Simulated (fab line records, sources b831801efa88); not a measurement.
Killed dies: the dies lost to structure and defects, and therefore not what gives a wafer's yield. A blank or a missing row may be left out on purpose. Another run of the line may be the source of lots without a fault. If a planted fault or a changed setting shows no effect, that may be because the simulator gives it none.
fab line records	flow gf180mcu
record: lots: 13	wafers: 39	lastDay: 34
route steps=602 shown V2@399 V3@432
lots that met no fault: from a run of the same line without faults
startH: hours from the record's first day to the start of the lot's first wafer shown	waitH: how many hours have passed since the lot's step before this one	" as in the row above	L1.1+2: one row covering several wafers at once	- no value, or no start given	* or withheld: withheld	< > ~ a bound
route shown NAME@n: NAME is a module with steps in the file, n the number in the route of the first one	usual: the fault-free wafers' mean and standard deviation	same: alike in all rows	chamber/n: place in a boat	sites: the reading at each site	_std_site: their standard deviation	_edge_site: inner sites' mean taken away from outer sites' mean	radiusMm: how far each site lies from the wafer's centre	mask NAME#n: copy n	behind: the last tool/chamber to shape the wafer	hold: why the lot went on hold/how many hours it stayed there/how the hold came to an end	device: transistor that didn't switch, given as n, p or np	end of line: the route-end tests of the same wafers	step lacking rows: just its recipe	killed: dies lost to structure and defects at the first sort, not the wafer's yield	map: per-die view of a wafer (x killed, . not killed, _ where there is no die)
set.NAME: setting as actually run; set.NAME@STEP: the setting as run at that earlier step	model.NAME: the simulator's own value behind a step, which no gauge read
the route's steps for a sample of lots (tables are steps, rows are wafers)
services: from which hour (startH, from the record's first day; less than 0 if before it) a tool's chamber was out of use, for how many hours, and why
== steps ==
step: GF_V2_ETCH_17
recipe: chemistry: C4F8/O2/Ar	maskMaterial: KrF	target: SiO2	stopOn: TiN	sourceW: 1500	biasW: 1200	pressureMtorr: 40	c4f8FlowSccm: withheld	O2_flow_sccm: 6	Ar_flow_sccm: 300	timeS: withheld	targetDepthA: 6300
usual: oesProductAu: 0.856/0.0052
lot.wafer	tool	chamber	startH	waitH	oesProductAu
L734.1	rieDiel-01	2	-	-	0.862
L734.3	"	1	"	"	0.862
L734.6	"	1	"	"	0.860
L735.2	rieDiel-01	0	-	-	0.852
L735.3	"	3	"	"	0.862
L735.4	"	2	"	"	0.858
L736.1	rieDiel-02	2	-	-	0.856
L736.3	"	3	"	"	0.866
L736.5	"	1	"	"	0.843
L737.1	rieDiel-03	0	-	-	0.855
L737.4	"	2	"	"	0.858
L737.5	"	2	"	"	0.859
L738.3	rieDiel-03	3	-	-	0.852
L738.4	"	1	"	"	0.854
L738.5	"	2	"	"	0.853
L740.1	rieDiel-02	3	-	-	0.855
L740.4	"	1	"	"	0.855
L740.5	"	3	"	"	0.856
L744.1	rieDiel-01	0	-	-	0.859
L744.3	"	3	"	"	0.861
L744.4	"	2	"	"	0.847
L749.1	rieDiel-03	3	-	-	0.859
L749.3	"	0	"	"	0.855
L749.6	"	3	"	"	0.859
L751.1	rieDiel-01	3	-	-	0.861
L751.3	"	1	"	"	0.861
L751.6	"	0	"	"	0.863
L750.1	rieDiel-02	3	-	-	0.855
L750.2	"	0	"	"	0.856
L750.6	"	1	"	"	0.847
L753.2	rieDiel-03	0	-	-	0.858
L753.4	"	1	"	"	0.854
L753.6	"	2	"	"	0.851
L754.3	rieDiel-03	1	-	-	0.864
L754.4	"	0	"	"	0.857
L754.5	"	0	"	"	0.863
L755.1	rieDiel-01	2	-	-	0.859
L755.4	"	1	"	"	0.852
L755.5	"	3	"	"	0.858
step: GF_V2_RS_MEAS_24
recipe: thkMeasGauge: four-point-probe	reads: W_of_V2_CVD_23+TiN_of_V2_SPUTTER_22+Ti_of_V2_SPUTTER_21
usual: V2_W_RS: 0.327/0.0037
lot.wafer	tool	chamber	startH	waitH	V2_W_RS[ohm/sq]
L734.1	filmMetro-01	-	457.43	0.1	0.329
L734.3	"	-	"	"	0.332
L734.6	"	-	"	"	0.329
L735.2	filmMetro-01	-	464.79	0.1	0.328
L735.3	"	-	"	"	0.332
L735.4	"	-	"	"	0.326
L736.1	filmMetro-03	-	473.65	0.1	0.324
L736.3	"	-	"	"	0.323
L736.5	"	-	"	"	0.327
L737.1	filmMetro-04	-	489.51	0.1	0.327
L737.4	"	-	"	"	0.330
L737.5	"	-	"	"	0.325
L738.3	filmMetro-04	-	497.86	0.1	0.324
L738.4	"	-	"	"	0.325
L738.5	"	-	"	"	0.319
L740.1	filmMetro-01	-	516.82	0.1	0.333
L740.4	"	-	"	"	0.332
L740.5	"	-	"	"	0.328
L744.1	filmMetro-04	-	556.89	0.1	0.327
L744.3	"	-	"	"	0.328
L744.4	"	-	"	"	0.329
L749.1	filmMetro-03	-	591.29	0.2	0.333
L749.3	"	-	"	"	0.331
L749.6	"	-	"	"	0.328
L751.1	filmMetro-01	-	607.58	0.1	0.328
L751.3	"	-	"	"	0.328
L751.6	"	-	"	"	0.331
L750.1	filmMetro-04	-	609.94	0.1	0.320
L750.2	"	-	"	"	0.325
L750.6	"	-	"	"	0.323
L753.2	filmMetro-04	-	620.83	0.1	0.328
L753.4	"	-	"	"	0.327
L753.6	"	-	"	"	0.332
L754.3	filmMetro-03	-	626.17	0.1	0.325
L754.4	"	-	"	"	0.335
L754.5	"	-	"	"	0.331
L755.1	filmMetro-01	-	634.83	0.1	0.327
L755.4	"	-	"	"	0.325
L755.5	"	-	"	"	0.324
step: GF_V3_THK_MEAS_03
recipe: reads: SiO2_of_V3_CVD_02
usual: V3_CVD_02_THK: 850/11
lot.wafer	tool	chamber	startH	waitH	V3_CVD_02_THK[nm]
L734.1	filmMetro-04	-	482.50	0.0	848
L734.3	"	-	"	"	852
L734.6	"	-	"	"	845
L735.2	filmMetro-04	-	490.31	0.0	853
L735.3	"	-	"	"	854
L735.4	"	-	"	"	860
L736.1	filmMetro-01	-	499.32	0.0	852
L736.3	"	-	"	"	843
L736.5	"	-	"	"	858
L737.1	filmMetro-04	-	514.86	0.0	851
L737.4	"	-	"	"	852
L737.5	"	-	"	"	851
L738.3	filmMetro-01	-	523.29	0.1	848
L738.4	"	-	"	"	849
L738.5	"	-	"	"	854
L740.1	filmMetro-02	-	540.96	0.0	863
L740.4	"	-	"	"	859
L740.5	"	-	"	"	860
L744.1	filmMetro-02	-	581.08	0.0	839
L744.3	"	-	"	"	856
L744.4	"	-	"	"	869
L749.1	filmMetro-04	-	614.19	0.0	840
L749.3	"	-	"	"	844
L749.6	"	-	"	"	855
L750.1	filmMetro-04	-	631.21	0.0	825
L750.2	"	-	"	"	851
L750.6	"	-	"	"	857
L751.1	filmMetro-01	-	641.76	0.0	828
L751.3	"	-	"	"	826
L751.6	"	-	"	"	853
L753.2	filmMetro-01	-	643.51	0.0	841
L753.4	"	-	"	"	854
L753.6	"	-	"	"	856
L754.3	filmMetro-01	-	647.00	0.1	845
L754.4	"	-	"	"	861
L754.5	"	-	"	"	838
L755.1	filmMetro-04	-	655.50	0.0	833
L755.4	"	-	"	"	864
L755.5	"	-	"	"	847
step: GF_V3_CMP_26
recipe: stopOn: SiO2	downForcePsi: 3.5	platenRpm: 60	tOverpolishS: 15	targetThkNm: 0	padVelocityMS: 0.94248
usual: motorCurrentA: 11.1/1.1	overpolishRunS: 15.000/0.01	slurryFilterDpKPa: 13.49/0.14	tOverpolishS: 15/0	timeToEndpointS: 87/4.1
lot.wafer	tool	chamber	startH	waitH	motorCurrentA	overpolishRunS	slurryFilterDpKPa	tOverpolishS	timeToEndpointS
L734.3	cmp-02	3	507.95	0.1	9.8	14.994	13.50	15	91
L734.1	"	0	"	"	10.4	15.008	13.48	15	84
L734.6	"	1	"	"	10.8	14.985	13.56	15	82
L735.2	cmp-02	2	515.75	0.1	10.0	14.995	13.56	15	85
L735.4	"	3	"	"	10.0	15.007	13.49	15	87
L735.3	"	0	"	"	10.3	14.980	13.65	15	80
L736.1	cmp-02	1	524.95	0.1	10.8	15.007	13.34	15	78
L736.3	"	0	"	"	10.1	15.002	13.58	15	83
L736.5	"	1	"	"	10.6	14.987	13.29	15	78
L737.4	cmp-02	2	539.51	0.1	9.9	15.001	13.48	15	88
L737.1	"	3	"	"	9.6	14.984	13.43	15	87
L737.5	"	1	"	"	11.2	15.001	13.22	15	83
L738.4	cmp-02	3	547.93	0.1	10.7	15.021	13.60	15	85
L738.3	"	0	"	"	10.1	14.995	13.57	15	83
L738.5	"	2	"	"	10.9	14.995	13.67	15	83
L740.1	cmp-01	2	565.72	0.2	10.2	15.008	13.36	15	90
L740.4	"	3	"	"	11.7	15.012	13.60	15	93
L740.5	"	1	"	"	13.4	15.017	13.44	15	85
L744.1	cmp-01	0	604.07	0.1	12.3	14.997	13.47	15	86
L744.4	"	1	"	"	12.1	15.003	13.51	15	86
L744.3	"	2	"	"	10.5	14.989	13.45	15	91
L749.3	cmp-01	1	636.31	0.0	12.0	17.583	13.82	17.569	90
L749.1	"	3	"	"	11.2	17.570	13.42	17.569	98
L749.6	"	2	"	"	10.5	17.564	13.35	17.569	95
L750.2	cmp-01	2	652.70	0.2	10.6	17.573	13.43	17.569	86
L750.1	"	3	"	"	11.8	17.577	13.36	17.569	92
L750.6	"	2	"	"	10.4	17.574	13.65	17.569	86
L751.1	cmp-02	2	662.56	0.1	10.5	15.005	13.26	15	85
L751.3	"	3	"	"	9.9	14.997	13.66	15	91
L751.6	"	3	"	"	9.6	14.992	13.21	15	94
L753.2	cmp-02	0	664.31	0.1	9.6	15.009	13.21	15	84
L753.4	"	1	"	"	10.9	14.993	13.46	15	82
L753.6	"	2	"	"	10.5	15.014	13.43	15	83
L754.3	cmp-02	0	667.74	0.1	10.4	14.993	13.59	15	86
L754.4	"	1	"	"	10.6	15.002	13.40	15	80
L754.5	"	0	"	"	9.7	15.014	13.40	15	83
L755.4	cmp-02	1	676.70	0.0	10.5	14.987	13.36	15	82
L755.1	"	2	"	"	10.3	14.975	13.70	15	90
L755.5	"	1	"	"	10.9	15.008	13.51	15	86
== services ==
tool	chamber	startH	hours	kind
rieDiel-01	3	447.31	1.6	repair
cmp-02	-	466.08	1.1	repair
cmp-01	-	467.56	4.9	pm
cmp-01	-	481.50	1.6	repair
rieDiel-03	0	500.48	2.5	repair
cmp-02	-	503.12	0.3	repair
rieDiel-03	2	517.22	1.6	repair
rieDiel-03	-	517.30	0.8	repair
rieDiel-01	-	518.41	0.8	repair
rieDiel-03	0	519.42	9.6	repair
cmp-01	-	520.55	6.6	pm
rieDiel-03	2	537.93	6.3	repair
rieDiel-03	1	544.62	5.6	repair
rieDiel-02	-	553.91	2.8	pm
rieDiel-03	3	554.44	5.2	repair
cmp-01	-	572.30	4.0	pm
rieDiel-03	2	578.33	1.3	repair
cmp-02	-	578.84	1.6	repair
cmp-02	-	592.08	0.6	repair
rieDiel-03	0	609.73	7.4	repair
rieDiel-03	0	633.12	6.9	repair
rieDiel-01	-	646.92	0.6	repair
cmp-02	-	650.17	12.2	repair
cmp-02	-	675.71	0.4	repair
== key ==
firstSign: step: GF_V3_CMP_26	reading: tOverpolishS	direction: up	sigmas: 99+	usual: 15	struck: 17.569
effect: step: GF_V3_CMP_26	reading: overpolishRunS	direction: up	sigmas: 99+	usual: 15.000	struck: 17.574
metAt GF_V3_CMP_26
struckLots L749,L750
loopTrim: step: GF_V2_EXPOSE_11	setting: dose	lots: L750
notActingAt GF_V2_ETCH_17,GF_V2_RS_MEAS_24,GF_V3_THK_MEAS_03
onsetBetween 604.07 636.31
fault: kind: processParameterDrift	tool: cmp-01	chamber: -	onsetH: 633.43	steps: GF_V3_CMP_26	channel: tOverpolishS	offset: 2.5689	shape: step	endH: 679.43	actsIn: theseRecipesOnly	stated: 15
loopTrim: a control loop set the setting to another value than it would have without faults
